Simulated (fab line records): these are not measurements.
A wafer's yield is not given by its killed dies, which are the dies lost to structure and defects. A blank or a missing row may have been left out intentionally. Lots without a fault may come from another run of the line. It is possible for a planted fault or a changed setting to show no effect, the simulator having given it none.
fab line records    flow gf180mcu
record lots=12  wafers=36  last_day=35
route steps=602 shown M1@330 V1@339
lots untouched by any fault: they come from a run of this same line in which no faults occurred
start_h: hours from the record's opening day to when the first of the lot's shown wafers began    wait_h: time in hours since the lot's previous step    " repeats the value in the row above    L1.1+2: one row covering several wafers at once    - value missing, or start not given    * or withheld: withheld    < > ~ a bound
route shown NAME@n: names a module that has steps shown in the file, with the first one's number in the route    usual: mean and standard deviation over wafers with no fault    same: alike in all rows    chamber/n: place in a boat    sites: the reading at each site    _std_site: the values' standard deviation    _edge_site: the outer-site mean with the inner-site mean subtracted    radius_mm: how far each site lies from the wafer's centre    mask NAME#n: copy n    behind: the most recent tool/chamber to have shaped the wafer    hold: reason for holding the lot/hours on hold/outcome of the hold    device: names the non-switching transistor (n, p or np)    end of line: tests of these same wafers at the route's end    step lacking rows: just its recipe    killed: dies lost to structure and defects at the first sort, not the wafer's yield    map: the dies of a wafer, with x for killed, . for not killed, _ for no die there
set.NAME: the setting as run; set.NAME@STEP: as run at that earlier step    model.NAME: the simulator's own value behind a step, which no gauge read
the route's steps for a sample of lots (tables are steps, rows are wafers)
services: a tool's chamber out of use, with start hour (start_h, from the record's first day; less than 0 if before it), hours out, and reason
## steps
# step GF_M1_OVL_MEAS_15
# usual M1_OVL=-1/6.2
lot.wafer  tool        chamber  start_h  wait_h  M1_OVL[nm]
L559.1     overlay-02  -        386.58   0.1     5
L559.3     "           -        "        "       3
L559.4     "           -        "        "       -5
L560.2     overlay-01  -        397.04   0.1     -11
L560.4     "           -        "        "       -3
L560.6     "           -        "        "       -6
L563.1     overlay-02  -        432.56   0.1     3
L563.2     "           -        "        "       0
L563.4     "           -        "        "       -1
L564.2     overlay-01  -        439.62   0.1     1
L564.3     "           -        "        "       -7
L564.6     "           -        "        "       3
L573.3     overlay-02  -        517.03   0.1     -2
L573.5     "           -        "        "       -6
L573.6     "           -        "        "       13
L574.2     overlay-01  -        529.77   0.1     3
L574.5     "           -        "        "       9
L574.6     "           -        "        "       0
L575.1     overlay-01  -        538.93   0.1     2
L575.2     "           -        "        "       9
L575.6     "           -        "        "       0
L576.2     overlay-02  -        547.44   0.1     -8
L576.3     "           -        "        "       -3
L576.5     "           -        "        "       -4
L579.1     overlay-01  -        573.11   0.1     -6
L579.2     "           -        "        "       5
L579.4     "           -        "        "       2
L580.2     overlay-01  -        573.52   0.1     -5
L580.5     "           -        "        "       6
L580.6     "           -        "        "       -6
L581.1     overlay-01  -        575.31   0.1     8
L581.4     "           -        "        "       -2
L581.6     "           -        "        "       -2
L582.3     overlay-02  -        596.34   0.1     3
L582.5     "           -        "        "       7
L582.6     "           -        "        "       2
# step GF_V1_CMP_04
# recipe material=SiO2  down_force_psi=4  platen_rpm=60  pad_velocity_m_s=0.94248
# usual motor_current_A=11.6/1.8  slurry_filter_dp_kPa=13.49/0.15  time_to_endpoint_s=83/5.3
lot.wafer  tool    chamber  start_h  wait_h  motor_current_A  slurry_filter_dp_kPa  time_to_endpoint_s
L559.4     cmp-02  2        387.58   0.0     12.4             13.58                 89
L559.1     "       3        "        "       10.7             13.51                 83
L559.3     "       1        "        "       12.2             13.59                 76
L560.4     cmp-02  3        398.12   0.0     11.0             13.59                 84
L560.2     "       1        "        "       12.9             13.25                 72
L560.6     "       0        "        "       7.8              13.61                 82
L563.2     cmp-02  3        433.72   0.0     10.6             13.55                 79
L563.1     "       1        "        "       12.6             13.58                 79
L563.4     "       2        "        "       12.7             13.31                 85
L564.2     cmp-02  1        440.65   0.0     13.0             13.57                 80
L564.3     "       0        "        "       7.9              13.59                 99
L564.6     "       2        "        "       13.1             13.52                 80
L573.3     cmp-01  1        518.28   0.3     13.6             13.29                 85
L573.6     "       1        "        "       12.6             13.29                 84
L573.5     "       2        "        "       11.2             13.31                 78
L574.2     cmp-02  3        530.77   0.1     10.1             13.43                 75
L574.5     "       2        "        "       13.6             13.56                 81
L574.6     "       3        "        "       10.2             13.24                 88
L575.2     cmp-01  2        539.93   0.0     12.1             13.45                 79
L575.1     "       3        "        "       13.7             13.69                 76
L575.6     "       2        "        "       11.6             13.08                 81
L576.3     cmp-02  2        548.50   0.0     13.4             13.62                 86
L576.2     "       1        "        "       13.0             13.57                 74
L576.5     "       2        "        "       13.2             13.54                 86
L579.4     cmp-01  3        577.24   3.2     13.2             13.52                 88
L579.2     "       0        "        "       11.3             13.39                 83
L579.1     "       1        "        "       12.8             13.41                 81
L580.2     cmp-02  3        577.79   3.3     10.4             13.65                 75
L580.6     "       2        "        "       13.3             13.41                 79
L580.5     "       3        "        "       11.0             13.57                 75
L581.1     cmp-02  3        578.44   2.2     10.4             13.30                 79
L581.4     "       0        "        "       8.7              13.54                 92
L581.6     "       1        "        "       12.8             13.57                 81
L582.3     cmp-02  0        597.35   0.1     8.4              13.58                 76
L582.5     "       3        "        "       10.6             13.42                 81
L582.6     "       0        "        "       8.3              13.38                 83
# step GF_V1_OVL_MEAS_15
# usual V1_OVL=-2/4
lot.wafer  tool        chamber  start_h  wait_h  V1_OVL[nm]
L559.1     overlay-02  -        411.03   0.1     -6
L559.3     "           -        "        "       -5
L559.4     "           -        "        "       -4
L560.2     overlay-02  -        421.54   0.1     4
L560.4     "           -        "        "       -1
L560.6     "           -        "        "       1
L563.1     overlay-02  -        457.88   0.1     -8
L563.2     "           -        "        "       -13
L563.4     "           -        "        "       -1
L564.2     overlay-01  -        465.29   0.1     1
L564.3     "           -        "        "       0
L564.6     "           -        "        "       3
L573.3     overlay-01  -        541.77   0.1     4
L573.5     "           -        "        "       -4
L573.6     "           -        "        "       -5
L574.2     overlay-02  -        553.78   0.1     -4
L574.5     "           -        "        "       -3
L574.6     "           -        "        "       -5
L575.1     overlay-02  -        570.21   0.1     -3
L575.2     "           -        "        "       -3
L575.6     "           -        "        "       0
L576.2     overlay-01  -        571.99   0.1     -4
L576.3     "           -        "        "       -7
L576.5     "           -        "        "       -1
L579.1     overlay-01  -        598.66   0.1     4
L579.2     "           -        "        "       0
L579.4     "           -        "        "       -5
L580.2     overlay-01  -        599.44   0.1     -10
L580.5     "           -        "        "       -1
L580.6     "           -        "        "       -4
L581.1     overlay-02  -        600.01   0.1     -8
L581.4     "           -        "        "       -11
L581.6     "           -        "        "       -9
L582.3     overlay-01  -        618.49   0.1     2
L582.5     "           -        "        "       -3
L582.6     "           -        "        "       -7
# step GF_V1_ETCH_17
# recipe chemistry=C4F8/O2/Ar  mask_material=KrF  target=SiO2  stop_on=TiN  source_w=1500  bias_w=1200  pressure_mtorr=40  c4f8_flow_sccm=withheld  O2_flow_sccm=6  Ar_flow_sccm=300  time_s=withheld  target_depth_a=6300
# usual oes_product_au=0.856/0.0041
lot.wafer  tool         chamber  start_h  wait_h  oes_product_au
L559.1     rie_diel-04  3        -        -       0.857
L559.3     "            2        "        "       0.856
L559.4     "            1        "        "       0.852
L560.2     rie_diel-04  1        -        -       0.855
L560.4     "            3        "        "       0.858
L560.6     "            2        "        "       0.855
L563.1     rie_diel-02  0        -        -       0.853
L563.2     "            2        "        "       0.863
L563.4     "            3        "        "       0.858
L564.2     rie_diel-04  3        -        -       0.857
L564.3     "            2        "        "       0.824
L564.6     "            0        "        "       0.851
L573.3     rie_diel-01  2        -        -       0.860
L573.5     "            2        "        "       0.852
L573.6     "            1        "        "       0.860
L574.2     rie_diel-04  2        -        -       0.856
L574.5     "            0        "        "       0.854
L574.6     "            2        "        "       0.865
L575.1     rie_diel-04  3        -        -       0.858
L575.2     "            2        "        "       0.858
L575.6     "            1        "        "       0.859
L576.2     rie_diel-02  3        -        -       0.854
L576.3     "            1        "        "       0.856
L576.5     "            1        "        "       0.859
L579.1     rie_diel-04  2        -        -       0.862
L579.2     "            1        "        "       0.860
L579.4     "            3        "        "       0.863
L580.2     rie_diel-01  2        -        -       0.850
L580.5     "            0        "        "       0.857
L580.6     "            3        "        "       0.859
L581.1     rie_diel-02  1        -        -       0.859
L581.4     "            0        "        "       0.851
L581.6     "            3        "        "       0.856
L582.3     rie_diel-01  0        -        -       0.861
L582.5     "            2        "        "       0.858
L582.6     "            1        "        "       0.859
# step GF_V1_STRIP_18
# recipe chemistry=O2/N2  power_w=1400  pressure_mtorr=1500  platen_temp_c=250  o2_flow_sccm=3000  n2_flow_sccm=300  overash_fraction=0.5
# usual drypump_motor_current_A=5.3/0.43  heater_power_w=327/32  oes_product_au=0.592/0.0049
lot.wafer  tool             chamber  start_h  wait_h  drypump_motor_current_A  heater_power_w  oes_product_au  rf_hours_counter_h
L559.1     plasma_asher-02  1        411.20   -       5.4                      365             0.590           78
L559.3     "                0        "        "       4.7                      282             0.588           -
L559.4     "                1        "        "       5.4                      374             0.589           -
L560.2     plasma_asher-02  0        421.70   -       4.7                      300             0.596           79
L560.4     "                1        "        "       5.5                      364             0.604           -
L560.6     "                0        "        "       4.7                      283             0.590           -
L563.1     plasma_asher-02  1        458.04   -       5.4                      365             0.593           83
L563.2     "                0        "        "       4.7                      288             0.584           83
L563.4     "                1        "        "       5.5                      364             0.585           -
L564.2     plasma_asher-04  1        465.44   -       6.0                      357             0.597           3
L564.3     "                0        "        "       5.3                      312             0.591           -
L564.6     "                1        "        "       6.0                      362             0.598           -
L573.3     plasma_asher-02  0        541.96   -       4.7                      288             0.591           -
L573.5     "                0        "        "       4.7                      294             0.588           -
L573.6     "                1        "        "       5.4                      364             0.595           -
L574.2     plasma_asher-02  1        553.94   -       5.4                      363             0.594           93
L574.5     "                1        "        "       5.4                      369             0.601           -
L574.6     "                0        "        "       4.7                      289             0.590           -
L575.1     plasma_asher-04  0        570.37   -       5.2                      307             0.589           14
L575.2     "                1        "        "       6.0                      356             0.591           14
L575.6     "                1        "        "       6.0                      353             0.582           -
L576.2     plasma_asher-04  1        572.15   -       6.0                      364             0.590           14
L576.3     "                1        "        "       6.0                      360             0.585           -
L576.5     "                0        "        "       5.3                      309             0.589           -
L579.1     plasma_asher-03  1        598.82   -       5.6                      287             0.593           49
L579.2     "                0        "        "       5.2                      335             0.590           49
L579.4     "                1        "        "       5.6                      297             0.586           -
L580.2     plasma_asher-03  1        599.60   -       5.6                      285             0.588           49
L580.5     "                0        "        "       5.2                      329             0.589           -
L580.6     "                1        "        "       5.6                      296             0.597           -
L581.1     plasma_asher-02  0        600.17   -       4.7                      293             0.596           97
L581.4     "                0        "        "       4.7                      293             0.589           -
L581.6     "                0        "        "       4.7                      283             0.589           -
L582.3     plasma_asher-02  0        618.68   -       4.7                      293             0.592           -
L582.5     "                1        "        "       5.5                      353             0.592           -
L582.6     "                0        "        "       4.7                      292             0.588           -
## services
tool             chamber  start_h  hours  kind
cmp-01           -        368.79   2.1    repair
cmp-01           -        372.12   0.7    repair
rie_diel-01      0        376.92   25.8   repair
plasma_asher-02  -        379.27   0.9    repair
rie_diel-01      1        390.58   5.9    repair
rie_diel-02      0        394.95   5.9    repair
cmp-01           -        404.00   4.0    pm
rie_diel-04      1        414.41   3.2    repair
plasma_asher-04  -        421.25   9.0    pm
cmp-01           -        425.49   0.6    repair
cmp-02           -        437.97   2.5    repair
plasma_asher-04  -        451.01   1.0    repair
cmp-01           -        463.14   0.3    repair
rie_diel-01      1        465.30   36.2   repair
cmp-01           -        469.46   11.1   pm
rie_diel-04      -        469.82   4.0    pm
cmp-02           -        487.67   3.4    pm
cmp-02           -        513.54   16.3   pm
rie_diel-04      -        545.80   1.4    repair
rie_diel-04      3        553.56   8.5    repair
cmp-02           -        555.39   6.4    pm
rie_diel-04      0        557.83   36.9   repair
plasma_asher-02  -        571.81   6.5    pm
cmp-02           -        572.24   4.0    pm
## key
first_sign step=GF_V1_CMP_04  reading=time_to_endpoint_s  direction=up  sigmas=3.1  usual=*  struck=*
effect step=GF_V1_ETCH_17  reading=oes_product_au  direction=down  sigmas=7.8  usual=0.856  struck=0.824
met_at GF_V1_CMP_04
struck_lots L564
struck_wafers L564.3
not_acting_at GF_M1_OVL_MEAS_15,GF_V1_OVL_MEAS_15,GF_V1_STRIP_18
onset_between 398.12 440.65
fault kind=process_parameter_drift  tool=cmp-02  chamber=0  onset_h=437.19  steps=GF_V1_CMP_04  channel=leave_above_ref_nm  offset=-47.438  shape=step  end_h=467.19  acts_in=these_recipes_only  stated=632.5
